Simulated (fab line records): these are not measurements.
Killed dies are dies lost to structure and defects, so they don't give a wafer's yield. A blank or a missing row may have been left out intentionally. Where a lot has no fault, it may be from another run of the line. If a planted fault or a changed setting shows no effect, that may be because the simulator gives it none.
fab line records	flow sky130
record lots=12	wafers=36	lastDay=50
route steps=708 shown FIELD_ISO@3 SONOS_ONO@168 GATE_OXIDE@197 LOCAL_INTERCONNECT@389
lots with no fault: from the same line, run without faults
startH: hours from the record's first day to the start of the lot's first wafer shown	waitH: time in hours since the lot's previous step	" unchanged from the row above	L1.1+2: a row that stands for several wafers	- value missing, or start not given	* or withheld: withheld	< > ~ a bound
route shown NAME@n: NAME is a module with steps in the file, n the number in the route of the first one	usual: mean/standard deviation of fault-free wafers	same: alike in all rows	chamber/n: place in a boat	sites: readings site by site	_std_site: the standard deviation of these	_edge_site: mean of outer sites minus mean of inner sites	radiusMm: how far each site lies from the wafer's centre	mask NAME#n: copy n	behind: the most recent tool/chamber to have shaped the wafer	hold: reason for holding the lot/hours on hold/outcome of the hold	device: whichever transistor did not switch (one of n, p or np)	end of line: the route-end tests of the same wafers	a step with no rows: only its recipe	killed: at the first sort, the dies lost to defects and structure; wafer yield is something else	map: dies across one wafer; x = killed, . = not, _ = none there
set.NAME: the setting the step ran with; set.NAME@STEP: the setting that earlier step ran with	model.NAME: the simulator's own value behind a step, which no gauge read
steps of the route over a sample of lots; a table a step, a row a wafer
services: the hour from which a tool's chamber was out of use, counted from the record's first day as startH (under 0 if before that day), plus the number of hours and why
## steps
# step SKY_FIELD_ISO_THK_MEAS_02
# recipe reads=SiO2_of_FIELD_ISO_OXIDATION_01
# usual FIELD_ISO_OXIDATION_00_THK=11.97/0.25
lot.wafer	tool	chamber	startH	waitH	FIELD_ISO_OXIDATION_00_THK[nm]
L312.3	filmMetro-01	-	23.85	0.0	11.96
L312.4	"	-	"	"	12.04
L312.5	"	-	"	"	12.11
L315.1	filmMetro-03	-	38.35	0.0	11.95
L315.2	"	-	"	"	11.64
L315.5	"	-	"	"	12.01
L317.1	filmMetro-04	-	47.54	0.0	12.00
L317.3	"	-	"	"	11.93
L317.6	"	-	"	"	12.00
L318.2	filmMetro-04	-	51.92	0.0	12.09
L318.3	"	-	"	"	11.98
L318.6	"	-	"	"	12.10
L319.2	filmMetro-01	-	56.64	0.0	11.76
L319.4	"	-	"	"	11.87
L319.6	"	-	"	"	11.82
L323.2	filmMetro-03	-	76.64	0.0	11.48
L323.5	"	-	"	"	11.56
L323.6	"	-	"	"	11.68
L324.2	filmMetro-01	-	82.32	0.0	11.70
L324.3	"	-	"	"	11.61
L324.6	"	-	"	"	11.75
L327.2	filmMetro-03	-	96.68	0.0	12.12
L327.4	"	-	"	"	12.18
L327.5	"	-	"	"	12.15
L328.2	filmMetro-01	-	101.64	0.0	11.66
L328.4	"	-	"	"	11.57
L328.5	"	-	"	"	11.64
L330.1	filmMetro-04	-	113.29	0.0	12.06
L330.2	"	-	"	"	11.82
L330.6	"	-	"	"	11.94
L331.1	filmMetro-04	-	117.64	0.0	12.13
L331.2	"	-	"	"	12.14
L331.3	"	-	"	"	12.06
L333.1	filmMetro-04	-	127.03	0.0	11.67
L333.5	"	-	"	"	11.78
L333.6	"	-	"	"	11.52
# step SKY_SONOS_ONO_OXIDATION_00
# recipe tempC=800	ambient=O2	idleTempC=700	rampUpCPerMin=10	rampDownCPerMin=3	stabiliseS=600	purgeS=300	targetThkA=26	oxTimeS=1249
# usual spikeTcCentreC=800.7/1.1	spikeTcLowerC=801.0/1.1	spikeTcTopC=810.6/1.1	spikeTcUpperC=800.4/1.2	tubeCenterTempC=800/0.078	tube_center_temp_C_max=802.0/0.35	zonePowerUpperPct=15.2/1.7
# same oxTimeS=1249
lot.wafer	tool	chamber	startH	waitH	spikeTcCentreC	spikeTcLowerC	spikeTcTopC	spikeTcUpperC	tubeCenterTempC	tube_center_temp_C_max	zonePowerUpperPct
L312.3	furnace-02	0	267.74	0.0	800.3	801.7	811.0	799.9	800.05	802.6	16.9
L312.4	"	0	"	"	802.3	803.4	808.7	799.0	800.09	801.8	16.3
L312.5	"	0	"	"	802.3	802.8	810.0	800.0	799.95	802.0	16.2
L315.1	furnace-02	0	281.87	0.0	802.6	801.5	811.2	798.5	799.95	801.7	16.3
L315.2	"	0	"	"	801.0	801.7	810.5	801.2	799.98	801.7	16.5
L315.5	"	0	"	"	800.7	800.6	811.8	799.4	799.99	801.9	16.6
L317.1	furnace-01	0	309.24	0.3	805.2	806.1	815.6	807.8	805.63	807.5	13.0
L317.3	"	0	"	"	805.9	806.5	818.5	806.1	805.73	808.0	13.0
L317.6	"	0	"	"	805.2	806.8	815.3	805.2	805.64	808.2	13.1
L318.2	furnace-01	0	310.59	1.1	806.0	805.9	813.8	805.7	805.59	808.1	13.0
L318.3	"	0	"	"	807.9	805.6	815.2	804.4	805.75	807.7	13.0
L318.6	"	0	"	"	806.5	804.5	815.8	805.9	805.56	807.7	13.1
L319.2	furnace-01	0	310.59	0.8	805.9	806.9	815.0	808.4	805.76	807.3	13.0
L319.4	"	0	"	"	804.0	805.3	815.7	808.3	805.58	807.6	13.1
L319.6	"	0	"	"	805.4	807.1	815.7	805.0	805.76	808.0	13.0
L323.2	furnace-02	0	357.52	0.0	799.6	801.8	812.8	800.5	800.02	802.0	16.5
L323.5	"	0	"	"	802.2	800.8	811.0	801.7	800	801.7	16.4
L323.6	"	0	"	"	802.9	801.6	812.1	801.5	800.05	802.0	16.3
L324.2	furnace-02	0	359.02	0.0	800.5	800.2	810.7	801.7	800.05	802.5	16.6
L324.3	"	0	"	"	801.2	799.9	809.5	798.8	799.98	801.9	16.3
L324.6	"	0	"	"	801.7	801.7	811.0	800.2	799.85	802.2	16.2
L327.2	furnace-02	0	374.61	1.8	801.5	800.7	809.3	800.9	800.09	802.0	16.2
L327.4	"	0	"	"	801.0	800.3	811.7	799.4	800.04	802.4	16.4
L327.5	"	0	"	"	799.7	800.7	811.4	802.4	800.09	802.4	16.5
L328.2	furnace-02	0	374.61	0.0	801.6	802.4	809.5	800.8	799.93	802.8	16.5
L328.4	"	0	"	"	799.7	802.3	809.7	798.7	799.95	802.6	16.3
L328.5	"	0	"	"	799.5	800.3	811.2	801.4	800.12	802.0	16.4
L330.1	furnace-02	0	389.46	0.0	802.0	802.3	809.3	802.5	799.96	802.1	16.6
L330.2	"	0	"	"	801.8	800.9	810.4	800.7	799.89	802.0	16.4
L330.6	"	0	"	"	800.0	801.3	808.6	800.6	800.01	803.0	16.3
L331.1	furnace-01	0	402.50	0.0	799.1	800.6	811.1	800.8	799.95	801.6	12.9
L331.2	"	0	"	"	800.0	800.4	811.7	799.9	799.97	802.2	12.8
L331.3	"	0	"	"	799.5	800.8	810.1	799.9	799.88	801.8	12.6
L333.1	furnace-02	0	418.72	0.0	801.2	800.3	810.4	799.8	799.93	802.2	16.5
L333.5	"	0	"	"	800.5	801.9	810.1	797.9	800.04	801.9	16.4
L333.6	"	0	"	"	800.6	802.6	811.8	800.9	800.01	801.7	16.2
# step SKY_SONOS_ONO_THK_MEAS_01
# recipe reads=SiO2_of_SONOS_ONO_OXIDATION_00
# usual SONOS_ONO_OXIDATION_THK=2.61/0.052
lot.wafer	tool	chamber	startH	waitH	SONOS_ONO_OXIDATION_THK[nm]
L312.3	filmMetro-01	-	269.11	0.0	2.54
L312.4	"	-	"	"	2.55
L312.5	"	-	"	"	2.57
L315.1	filmMetro-04	-	283.22	0.0	2.62
L315.2	"	-	"	"	2.52
L315.5	"	-	"	"	2.55
L317.1	filmMetro-04	-	310.59	0.0	2.86
L317.3	"	-	"	"	2.86
L317.6	"	-	"	"	2.86
L318.2	filmMetro-04	-	311.97	0.0	2.89
L318.3	"	-	"	"	2.95
L318.6	"	-	"	"	2.89
L319.2	filmMetro-03	-	311.97	0.0	2.93
L319.4	"	-	"	"	2.92
L319.6	"	-	"	"	2.84
L323.2	filmMetro-03	-	358.88	0.0	2.57
L323.5	"	-	"	"	2.58
L323.6	"	-	"	"	2.57
L324.2	filmMetro-04	-	360.38	0.0	2.61
L324.3	"	-	"	"	2.60
L324.6	"	-	"	"	2.55
L327.2	filmMetro-03	-	375.97	0.0	2.64
L327.4	"	-	"	"	2.60
L327.5	"	-	"	"	2.56
L328.2	filmMetro-01	-	375.97	0.0	2.58
L328.4	"	-	"	"	2.67
L328.5	"	-	"	"	2.63
L330.1	filmMetro-01	-	390.80	0.0	2.62
L330.2	"	-	"	"	2.62
L330.6	"	-	"	"	2.68
L331.1	filmMetro-01	-	403.85	0.0	2.57
L331.2	"	-	"	"	2.58
L331.3	"	-	"	"	2.58
L333.1	filmMetro-01	-	420.06	0.0	2.68
L333.5	"	-	"	"	2.64
L333.6	"	-	"	"	2.73
# step SKY_GATE_OXIDE_OVL_MEAS_10
# usual GATE_OXIDE_OVL=-0.1/1.5
lot.wafer	tool	chamber	startH	waitH	GATE_OXIDE_OVL[nm]
L312.3	overlay-01	-	313.33	0.1	-0.1
L312.4	"	-	"	"	0.3
L312.5	"	-	"	"	-0.7
L315.1	overlay-01	-	333.73	0.1	3.4
L315.2	"	-	"	"	1.1
L315.5	"	-	"	"	1.6
L317.1	overlay-02	-	367.01	0.1	-0.6
L317.3	"	-	"	"	2.0
L317.6	"	-	"	"	1.0
L318.2	overlay-01	-	370.63	0.1	2.4
L318.3	"	-	"	"	3.8
L318.6	"	-	"	"	0.3
L319.2	overlay-02	-	371.27	0.1	-0.2
L319.4	"	-	"	"	-0.6
L319.6	"	-	"	"	-2.1
L323.2	overlay-02	-	421.98	0.1	-0.2
L323.5	"	-	"	"	-0.9
L323.6	"	-	"	"	-0.6
L324.2	overlay-02	-	425.03	0.1	0.7
L324.3	"	-	"	"	0.4
L324.6	"	-	"	"	-1.7
L327.2	overlay-02	-	440.28	0.1	-3.7
L327.4	"	-	"	"	-3.3
L327.5	"	-	"	"	-2.5
L328.2	overlay-01	-	440.78	0.1	0.0
L328.4	"	-	"	"	-0.6
L328.5	"	-	"	"	-0.3
L330.1	overlay-02	-	455.26	0.1	-0.5
L330.2	"	-	"	"	1.3
L330.6	"	-	"	"	0.8
L331.1	overlay-01	-	472.51	0.1	0.7
L331.2	"	-	"	"	0.5
L331.3	"	-	"	"	2.2
L333.1	overlay-01	-	490.38	0.1	0.8
L333.5	"	-	"	"	-0.2
L333.6	"	-	"	"	-2.0
# step SKY_LOCAL_INTERCONNECT_THK_MEAS_02
# recipe thkMeasGauge=xrf	reads=TiN_of_LOCAL_INTERCONNECT_SPUTTER_00
# usual LOCAL_INTERCONNECT_TIN_THK=97.2/1.4
lot.wafer	tool	chamber	startH	waitH	LOCAL_INTERCONNECT_TIN_THK[nm]
L312.3	filmMetro-02	-	685.83	0.1	96.1
L312.4	"	-	"	"	94.2
L312.5	"	-	"	"	95.6
L315.1	filmMetro-03	-	706.70	0.1	99.7
L315.2	"	-	"	"	97.6
L315.5	"	-	"	"	98.5
L317.1	filmMetro-03	-	737.79	0.1	99.1
L317.3	"	-	"	"	98.8
L317.6	"	-	"	"	98.9
L318.2	filmMetro-02	-	745.15	0.1	94.6
L318.3	"	-	"	"	96.8
L318.6	"	-	"	"	95.4
L319.2	filmMetro-03	-	745.48	0.1	97.2
L319.4	"	-	"	"	100.1
L319.6	"	-	"	"	99.5
L323.2	filmMetro-02	-	789.59	0.1	96.3
L323.5	"	-	"	"	96.5
L323.6	"	-	"	"	94.5
L324.2	filmMetro-01	-	793.83	0.1	98.5
L324.3	"	-	"	"	99.4
L324.6	"	-	"	"	98.8
L328.2	filmMetro-03	-	807.09	0.1	98.2
L328.4	"	-	"	"	98.0
L328.5	"	-	"	"	99.0
L327.2	filmMetro-01	-	811.08	0.1	98.4
L327.4	"	-	"	"	95.8
L327.5	"	-	"	"	98.3
L330.1	filmMetro-02	-	822.38	0.1	96.1
L330.2	"	-	"	"	97.1
L330.6	"	-	"	"	95.7
L331.1	filmMetro-01	-	832.77	0.1	97.2
L331.2	"	-	"	"	99.1
L331.3	"	-	"	"	97.9
L333.1	filmMetro-01	-	847.78	0.1	97.2
L333.5	"	-	"	"	97.1
L333.6	"	-	"	"	96.1
## services
tool	chamber	startH	hours	kind
furnace-01	-	269.35	3.2	pm
furnace-02	-	308.29	4.1	pm
furnace-01	-	372.98	2.7	pm
## key
firstSign step=SKY_SONOS_ONO_OXIDATION_00	reading=tubeCenterTempC	direction=up	sigmas=71	usual=*	struck=*
effect step=SKY_SONOS_ONO_OXIDATION_00	reading=tube_center_temp_C_max	direction=up	sigmas=17	usual=*	struck=*
effect step=SKY_SONOS_ONO_THK_MEAS_01	reading=SONOS_ONO_OXIDATION_THK	direction=up	sigmas=5.3	usual=2.61	struck=2.89
metAt SKY_SONOS_ONO_OXIDATION_00
struckLots L317,L318,L319
testerLeftOut L317,L318,L319
notActingAt SKY_FIELD_ISO_THK_MEAS_02,SKY_GATE_OXIDE_OVL_MEAS_10,SKY_LOCAL_INTERCONNECT_THK_MEAS_02
fault kind=processParameterDrift	tool=furnace-01	chamber=-	onsetH=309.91	steps=SKY_SONOS_ONO_OXIDATION_00	channel=tempC	offset=*	shape=step	endH=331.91	actsIn=*	stated=*
# testerLeftOut: of these lots the tester's yield and bins aren't shown, on N5 and GAA mostly nor the transistor test; their killed dies are dies lost to structure and defects alone, not to doping, threshold or leakage, so they don't give the yield
